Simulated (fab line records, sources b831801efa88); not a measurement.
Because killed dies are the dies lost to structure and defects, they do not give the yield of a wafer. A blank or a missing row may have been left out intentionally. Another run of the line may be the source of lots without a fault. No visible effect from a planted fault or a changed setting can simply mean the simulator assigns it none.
fab line records -- flow sky130 -- part 2 of 2: steps 27 to 36 of 36
record: lots: 5, wafers: 15, last-day: 50
route steps=708 shown METAL2@491 VIA2@507
lots untouched by any fault: they come from a run of this same line in which no faults occurred
start-h: start of the lot's first displayed wafer, in hours after the record's first day -- wait-h: hours elapsed since this lot's preceding step -- " same as the row above -- L1.1+2: a row that stands for several wafers -- - no value, or no start was given -- * or withheld: withheld -- < > ~ a bound
route shown NAME@n: NAME is a module with steps in the file, n the number in the route of the first one -- usual: mean and standard deviation over wafers with no fault -- same: alike in all rows -- chamber/n: place in a boat -- sites: each site's reading -- _std_site: their standard deviation -- _edge_site: mean of outer sites minus mean of inner sites -- radius-mm: for every site, how far away it sits from the centre of the wafer -- mask NAME#n: copy n -- behind: the last tool/chamber to shape the wafer -- hold: cause of the lot's hold/its duration in hours/its outcome -- device: the n, p or np transistor that did not switch -- end of line: the same wafers' tests at the end of the route -- where a step has no rows: the recipe by itself -- killed: count of dies lost to structure and defects at first sort (not the wafer's yield) -- map: per-die view of a wafer (x killed, . not killed, _ where there is no die)
set.NAME: setting as actually run; set.NAME@STEP: the setting as run at that earlier step -- model.NAME: the simulator's own value behind a step, which no gauge read
certain route steps with their lots: each step a table, each wafer a row
services: from which hour (start-h, from the record's first day; less than 0 if before it) a tool's chamber was out of use, for how many hours, and why
== steps ==
step: SKY_VIA2_PEB_10
recipe: peb-temp-c: withheld, peb-time-s: withheld, resist: KrF-thick
usual: exhaust-pa: 45.2/0.94
lot.wafer,tool,chamber,start-h,wait-h,exhaust-pa
L081.1,litho-track-01,0,-,-,45.1
L081.2,litho-track-01,0,-,-,45.5
L081.3,litho-track-01,0,-,-,43.9
L084.3,litho-track-02,0,-,-,45.8
L084.5,litho-track-02,0,-,-,45.6
L084.6,litho-track-02,0,-,-,44.9
L087.1,litho-track-01,0,-,-,44.7
L087.2,litho-track-01,0,-,-,45.4
L087.5,litho-track-01,0,-,-,45.3
L089.4,litho-track-02,0,-,-,46.4
L089.5,litho-track-02,0,-,-,46.0
L089.6,litho-track-02,0,-,-,45.8
L096.2,litho-track-01,0,-,-,46.1
L096.5,litho-track-01,0,-,-,45.9
L096.6,litho-track-01,0,-,-,45.1
step: SKY_VIA2_DEVELOP_11
recipe: develop-time-s: 60, resist: KrF-thick, dev-temp-c: 21
usual: exhaust-pa: 44.9/0.89
lot.wafer,tool,chamber,start-h,wait-h,exhaust-pa
L081.1,litho-track-01,0,-,-,44.6
L081.2,litho-track-01,0,-,-,44.1
L081.3,litho-track-01,0,-,-,44.4
L084.3,litho-track-02,0,-,-,43.3
L084.5,litho-track-02,0,-,-,44.3
L084.6,litho-track-02,0,-,-,46.3
L087.1,litho-track-01,0,-,-,44.1
L087.2,litho-track-01,0,-,-,45.1
L087.5,litho-track-01,0,-,-,44.2
L089.4,litho-track-02,0,-,-,45.8
L089.5,litho-track-02,0,-,-,45.5
L089.6,litho-track-02,0,-,-,44.8
L096.2,litho-track-01,0,-,-,44.8
L096.5,litho-track-01,0,-,-,44.2
L096.6,litho-track-01,0,-,-,44.6
step: SKY_VIA2_CD_MEAS_12
recipe: target-cd-nm: 200
usual: cd-nm: 199.6/1.6
lot.wafer,tool,chamber,start-h,wait-h,cd-nm
L081.1,cd-sem-02,-,907.98,-,200.2
L081.2,cd-sem-02,-,907.98,-,199.4
L081.3,cd-sem-02,-,907.98,-,201.7
L084.3,cd-sem-01,-,931.83,-,198.5
L084.5,cd-sem-01,-,931.83,-,198.1
L084.6,cd-sem-01,-,931.83,-,196.7
L087.1,cd-sem-01,-,949.15,-,201.8
L087.2,cd-sem-01,-,949.15,-,200.1
L087.5,cd-sem-01,-,949.15,-,199.7
L089.4,cd-sem-02,-,962.40,-,200.3
L089.5,cd-sem-02,-,962.40,-,199.5
L089.6,cd-sem-02,-,962.40,-,200.4
L096.2,cd-sem-01,-,1008.47,-,199.9
L096.5,cd-sem-01,-,1008.47,-,199.4
L096.6,cd-sem-01,-,1008.47,-,199.9
step: SKY_VIA2_OVL_MEAS_13
usual: VIA2_OVL: 0/5.6
lot.wafer,tool,chamber,start-h,wait-h,VIA2_OVL[nm]
L081.1,overlay-01,-,908.10,0.1,-9
L081.2,overlay-01,-,908.10,0.1,-1
L081.3,overlay-01,-,908.10,0.1,-10
L084.3,overlay-02,-,931.93,0.1,3
L084.5,overlay-02,-,931.93,0.1,5
L084.6,overlay-02,-,931.93,0.1,7
L087.1,overlay-01,-,949.27,0.1,16
L087.2,overlay-01,-,949.27,0.1,3
L087.5,overlay-01,-,949.27,0.1,9
L089.4,overlay-01,-,962.48,0.1,-1
L089.5,overlay-01,-,962.48,0.1,-4
L089.6,overlay-01,-,962.48,0.1,-7
L096.2,overlay-02,-,1008.58,0.1,5
L096.5,overlay-02,-,1008.58,0.1,11
L096.6,overlay-02,-,1008.58,0.1,-2
step: SKY_VIA2_ETCH_14
recipe: chemistry: N2/H2, target: BARC, ion-energy-ev: 200, source-w: 513.9, bias-w: 100, pressure-mtorr: 30, n2-flow-sccm: 100, h2-flow-sccm: 200, stop-on: SiO2, time-s: 45.9, target-depth-a: 600
usual: drypump-motor-current-A: 5.8/0.42, oes-product-au: 0.854/0.0046, throttle-valve-pct: 13.226/0.0086
lot.wafer,tool,chamber,start-h,wait-h,drypump-motor-current-A,oes-product-au,rf-hours-counter-h,throttle-valve-pct
L081.1,rie-diel-02,1,908.14,0.0,6.5,0.864,11,13.225
L081.2,rie-diel-02,0,908.14,0.0,5.8,0.851,20,13.235
L081.3,rie-diel-02,2,908.14,0.0,5.3,0.857,17,13.246
L084.3,rie-diel-01,1,931.95,0.0,6.0,0.851,28,13.225
L084.5,rie-diel-01,2,931.95,0.0,5.7,0.860,-,13.232
L084.6,rie-diel-01,1,931.95,0.0,6.1,0.859,-,13.235
L087.1,rie-diel-02,0,949.31,0.0,5.8,0.857,21,13.231
L087.2,rie-diel-02,3,949.31,0.0,5.8,0.857,9,13.234
L087.5,rie-diel-02,0,949.31,0.0,5.8,0.858,-,13.230
L089.4,rie-diel-04,2,962.50,0.0,6.2,0.846,6,13.224
L089.5,rie-diel-04,1,962.50,0.0,5.4,0.862,-,13.212
L089.6,rie-diel-04,2,962.50,0.0,6.2,0.845,-,13.228
L096.2,rie-diel-04,1,1008.61,0.0,5.4,0.858,23,13.217
L096.5,rie-diel-04,3,1008.61,0.0,6.0,0.856,-,13.227
L096.6,rie-diel-04,2,1008.61,0.0,6.2,0.860,-,13.229
step: SKY_VIA2_ETCH_15
recipe: target: SiO2, chemistry: C4F8/O2/Ar, target-depth-nm: 546, stop-on: TiN, mask-material: KrF-thick, source-w: 1500, bias-w: 1200, pressure-mtorr: 40, c4f8-flow-sccm: withheld, O2_flow_sccm: 6, Ar_flow_sccm: 300, time-s: 84
usual: oes-product-au: 0.940/0.0051
lot.wafer,tool,chamber,start-h,wait-h,oes-product-au,rf-hours-counter-h
L081.1,rie-diel-02,1,908.18,0.0,0.936,11
L081.2,rie-diel-02,0,908.18,0.0,0.938,20
L081.3,rie-diel-02,2,908.18,0.0,0.944,17
L084.3,rie-diel-01,1,931.99,0.0,0.937,28
L084.5,rie-diel-01,2,931.99,0.0,0.939,-
L084.6,rie-diel-01,1,931.99,0.0,0.944,-
L087.1,rie-diel-02,0,949.35,0.0,0.943,21
L087.2,rie-diel-02,3,949.35,0.0,0.940,9
L087.5,rie-diel-02,0,949.35,0.0,0.932,-
L089.4,rie-diel-04,2,962.54,0.0,0.936,6
L089.5,rie-diel-04,1,962.54,0.0,0.946,-
L089.6,rie-diel-04,2,962.54,0.0,0.935,-
L096.2,rie-diel-04,1,1008.65,0.0,0.935,23
L096.5,rie-diel-04,3,1008.65,0.0,0.943,-
L096.6,rie-diel-04,2,1008.65,0.0,0.941,-
step: SKY_VIA2_STRIP_16
recipe: chemistry: O2/N2, power-w: 1400, pressure-mtorr: 1500, platen-temp-c: withheld, o2-flow-sccm: 3000, n2-flow-sccm: 300, overash-fraction: 0.5
usual: drypump-motor-current-A: 6.1/0.44, oes-product-au: 0.399/0.0051, strip-time-to-endpoint-s: 4.053/0.029
lot.wafer,tool,chamber,start-h,wait-h,drypump-motor-current-A,oes-product-au,rf-hours-counter-h,strip-time-to-endpoint-s
L081.1,plasma-asher-01,0,908.24,0.0,5.7,0.396,46,4.073
L081.2,plasma-asher-01,1,908.24,0.0,6.3,0.406,46,4.068
L081.3,plasma-asher-01,1,908.24,0.0,6.3,0.402,-,4.137
L084.3,plasma-asher-04,1,932.09,0.1,6.8,0.405,-,4.028
L084.5,plasma-asher-04,1,932.09,0.1,6.8,0.404,-,4.022
L084.6,plasma-asher-04,0,932.09,0.1,6.3,0.392,-,4.044
L087.1,plasma-asher-04,1,949.42,0.0,6.8,0.403,21,4.045
L087.2,plasma-asher-04,0,949.42,0.0,6.3,0.402,21,4.051
L087.5,plasma-asher-04,0,949.42,0.0,6.3,0.397,-,4.042
L089.4,plasma-asher-04,1,962.64,0.1,6.8,0.395,-,4.071
L089.5,plasma-asher-04,1,962.64,0.1,6.8,0.399,-,4.057
L089.6,plasma-asher-04,0,962.64,0.1,6.3,0.397,-,4.009
L096.2,plasma-asher-01,0,1008.72,0.0,5.7,0.401,56,4.044
L096.5,plasma-asher-01,1,1008.72,0.0,6.3,0.389,-,4.056
L096.6,plasma-asher-01,0,1008.72,0.0,5.7,0.403,-,4.048
step: SKY_VIA2_STRIP_17
recipe: chemistry: post-etch-residue-remover, time-s: 1200, temp-c: 72.5
lot.wafer,tool,chamber,start-h,wait-h
L081.1+2+3,wet-bench-01,3,908.34,0.1
L084.3+5+6,wet-bench-01,1,932.16,0.0
L087.1+2+5,wet-bench-03,0,949.52,0.1
L089.4+5+6,wet-bench-01,2,962.71,0.0
L096.2+5+6,wet-bench-03,2,1008.82,0.1
step: SKY_VIA2_CLEAN_18
recipe: chemistry: IPA, time-s: 180, temp-c: 25
lot.wafer,tool,chamber,start-h,wait-h
L081.1+2+3,wet-bench-03,2,908.68,0.0
L084.3+5+6,wet-bench-04,1,932.50,0.0
L087.1+2+5,wet-bench-04,1,949.89,0.0
L089.4+5+6,wet-bench-04,0,963.08,0.0
L096.2+5+6,wet-bench-01,0,1009.16,0.0
step: SKY_VIA2_CLEAN_19
recipe: chemistry: O3/DIW, dry: n2-spin
lot.wafer,tool,chamber,start-h,wait-h
L081.1+2+3,wet-bench-04,0,908.75,0.0
L084.3+5+6,wet-bench-03,3,932.57,0.0
L087.1+2+5,wet-bench-03,3,949.95,0.0
L089.4+5+6,wet-bench-03,2,963.14,0.0
L096.2+5+6,wet-bench-04,2,1009.22,0.0
== services ==
tool,chamber,start-h,hours,kind
rie-diel-02,1,849.71,6.3,repair
rie-diel-01,2,862.50,14.0,repair
hdpcvd-01,2,865.53,2.4,repair
krf-scanner-01,-,878.43,1.3,pm
rie-diel-04,1,881.91,5.6,repair
krf-scanner-02,-,901.03,1.3,pm
rie-diel-01,3,903.31,7.0,repair
krf-scanner-01,-,905.58,0.8,pm
rie-metal-01,0,909.07,8.1,repair
cmp-01,-,912.37,4.0,pm
krf-scanner-02,-,917.00,1.0,pm
rie-diel-04,1,919.56,11.2,repair
hdpcvd-01,2,927.32,4.7,repair
rie-diel-02,2,941.32,6.2,repair
rie-diel-04,2,941.64,5.4,repair
cmp-02,-,951.06,21.4,pm
krf-scanner-02,-,966.88,0.8,pm
rie-diel-02,3,967.10,8.3,repair
plasma-asher-04,-,972.61,2.8,pm
krf-scanner-01,-,988.41,1.0,pm
cmp-02,-,990.19,1.6,repair
rie-metal-04,1,993.70,12.3,repair
krf-scanner-01,-,1005.04,7.6,repair
krf-scanner-02,-,1005.24,2.1,repair
